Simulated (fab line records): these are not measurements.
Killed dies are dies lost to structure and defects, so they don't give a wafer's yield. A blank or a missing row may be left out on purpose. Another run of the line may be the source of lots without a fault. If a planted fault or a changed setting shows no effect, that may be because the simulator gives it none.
The same fault as seen by 2 desks | flow sky130 | each desk holds nothing but its own numbers, with what lay behind them at the end

## METROLOGY DESK
What the gauges read for every lot (on any tool): the sampled wafers with a number, averaged. If a lot's mean is further than 4 standard deviations from the usual mean, the lot is out of limits and carries the mark OUT (the distance appears in the brackets).
Columns: A = CAP2M_CVD_00_THK at SKY_CAP2M_THK_MEAS_01, usual 15.60 nm; B = CAP2M_TIN_RS at SKY_CAP2M_RS_MEAS_03, usual 6.87 ohm/sq; C = CAP2M_TIN_THK at SKY_CAP2M_THK_MEAS_04, usual 198.5 nm
lot  | first seen here | A               | B    | C
L208 | day 39 16:10    | 15.63           | 6.93 | 195.2
L209 | day 40 03:31    | 15.43           | 6.82 | 198.6
L211 | day 40 10:16    | 15.45           | 6.90 | 198.1
L213 | day 41 17:40    | 15.50           | 6.80 | 198.8
L216 | day 42 08:38    | 15.49           | 6.97 | 194.4
L217 | day 42 14:34    | 15.68           | 6.86 | 197.5
L220 | day 43 10:23    | 15.47           | 6.90 | 196.9
L224 | day 44 15:46    | 15.94           | 6.90 | 199.6
L223 | day 44 16:03    | 18.97 (+15) OUT | 6.82 | 200.0
L230 | day 46 00:56    | 15.73           | 6.84 | 200.8
L231 | day 46 04:13    | 15.89           | 6.95 | 197.7
This desk finds L223 out of limits, with the earliest case on L223 at day 44 16:03 (CAP2M_CVD_00_THK at SKY_CAP2M_THK_MEAS_01). L208, L209, L211, L213, L216, L217, L220, L224, L230, L231 stayed within limits.

## THE TOOL OWNER'S DESK: pecvd-01
The tool's own readings at SKY_CAP2M_CVD_00 (deposits SiO2, target thk 15.5 nm): means of the sampled wafers that have a number, for each lot that ran on this tool. If a lot's mean is further than 4 standard deviations from the usual mean, the lot is out of limits and carries the mark OUT (the distance appears in the brackets).
Columns: A = heater_power_w at SKY_CAP2M_CVD_00, usual 703 W
lot  | first seen here | A
L208 | day 39 16:07    | 711
L211 | day 40 10:14    | 745
L217 | day 42 14:31    | 760
L220 | day 43 10:22    | 743
L223 | day 44 16:01    | 753
This desk found nothing out of limits on any of the 5 lots.

## ALL TOGETHER
On L223, the metrology desk was in a position to raise an alarm at day 44 16:03.
Nothing out of limits was seen by the tool owner's desk.
Tool owner's desk: L223 on record, inside its limits.
All the named lots went through SKY_CAP2M_CVD_00 on pecvd-01.

## WHAT HAD BEEN PUT IN BY THE SIMULATOR
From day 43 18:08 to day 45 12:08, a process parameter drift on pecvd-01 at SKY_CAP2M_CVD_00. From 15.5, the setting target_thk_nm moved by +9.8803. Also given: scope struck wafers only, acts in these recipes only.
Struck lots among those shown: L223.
Delay in hours, fault start to first out-of-limits reading, per desk: metrology desk 22.
